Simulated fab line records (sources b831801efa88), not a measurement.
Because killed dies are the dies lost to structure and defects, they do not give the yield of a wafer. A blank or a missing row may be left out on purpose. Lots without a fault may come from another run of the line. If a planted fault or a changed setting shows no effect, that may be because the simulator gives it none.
Code-filled problem report in 8D (eight disciplines) form / flow gf180mcu / the parts of the form that need people (team, actions taken, sign-off) are left out

## 1. THE PROBLEM
At GF_HV_LDD_STRIP_49, stripTimeToEndpointS averages 12.106 s over 3 wafers from 3 lots, while fault-free wafers read 12.628 s, standard deviation 0.03. Relative to the usual mean, that is a shift of -17 standard deviations.
The step: strips in O2/N2.
Seen first at day 18 08:41 on plasmaAsher-03, wafer L773.1. Wafers with a number at this step in the record: 41, from 14 lots. The rule behind "out" and "out of limits": a value lying over 4 standard deviations away from the usual mean. The other wafers with a number count as sound.

## 2. WHAT IT IS; WHAT IT IS NOT
question=which readings at this step | is=stripTimeToEndpointS | is not=drypumpMotorCurrentA, heaterPowerW, o2FlowSccm
question=which lots | is=L773, L775, L776 | is not=L757, L759, L761, L762, L763, L764, L765, L766, L768, L778, L779
question=which wafers of those lots | is=L773.1, L775.3, L776.1 | is not=L773.5, L775.4, L775.6, L776.4, L776.6
question=read on which tools | is=plasmaAsher-03, plasmaAsher-04 | is not=plasmaAsher-02
question=when | is=from day 18 08:41 | is not=up to then (28 sound wafers); but 10 sound wafers of L775, L776, L778, L779 came after

## 3. WHAT RULES OUT EACH SUSPECT
Counting: if a tool at a process step up to the reading ran every lot that is out, it stays a suspect. Sound lots after the first of them don't rule it out here, since some wafers of a struck lot are sound.
- lithoTrack-01 at GF_HV_LDD_COAT_41 (resist thk 1000 nm): kept. It processed each lot that is out (first: L773, day 17 20:23); up to then, its last sound lot is L763 (day 14 03:40).
The count leaves lithoTrack-01 at GF_HV_LDD_COAT_41.

## 4. THE CAUSE (what the simulator had put in)
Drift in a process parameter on lithoTrack-01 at GF_HV_LDD_COAT_41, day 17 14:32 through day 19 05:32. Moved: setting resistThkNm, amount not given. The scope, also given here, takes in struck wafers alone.
Only this tool survived the counting.

## 5. THE EFFECT CHAIN, in route order
Each row: a reading whose mean over the struck wafers that have a number lies more than 3 standard deviations from the usual. Only readings whose record carries a usual standard deviation are examined. hours: median over the lots of the time between each lot's start at the first step of this table that gives one and its start at this step. sigmas: the change, counted in usual standard deviations.
hours=0; step=GF_HV_LDD_STRIP_49; reading=stripTimeToEndpointS; usual=12.628 s; on struck wafers=12.106; change=-0.522; sigmas=-17
Process steps it contains:
- GF_HV_LDD_STRIP_49: strips in O2/N2.

## 6. HOW IT WOULD HAVE BEEN CAUGHT EARLIER
In this record the first reading out of limits was taken at day 18 08:41, 18 hours after the fault began at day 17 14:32.
L776, from the lots that are out (3), started GF_HV_LDD_COAT_41 on lithoTrack-01 later than day 18 08:41. Putting the tool on hold at that point would have spared it.
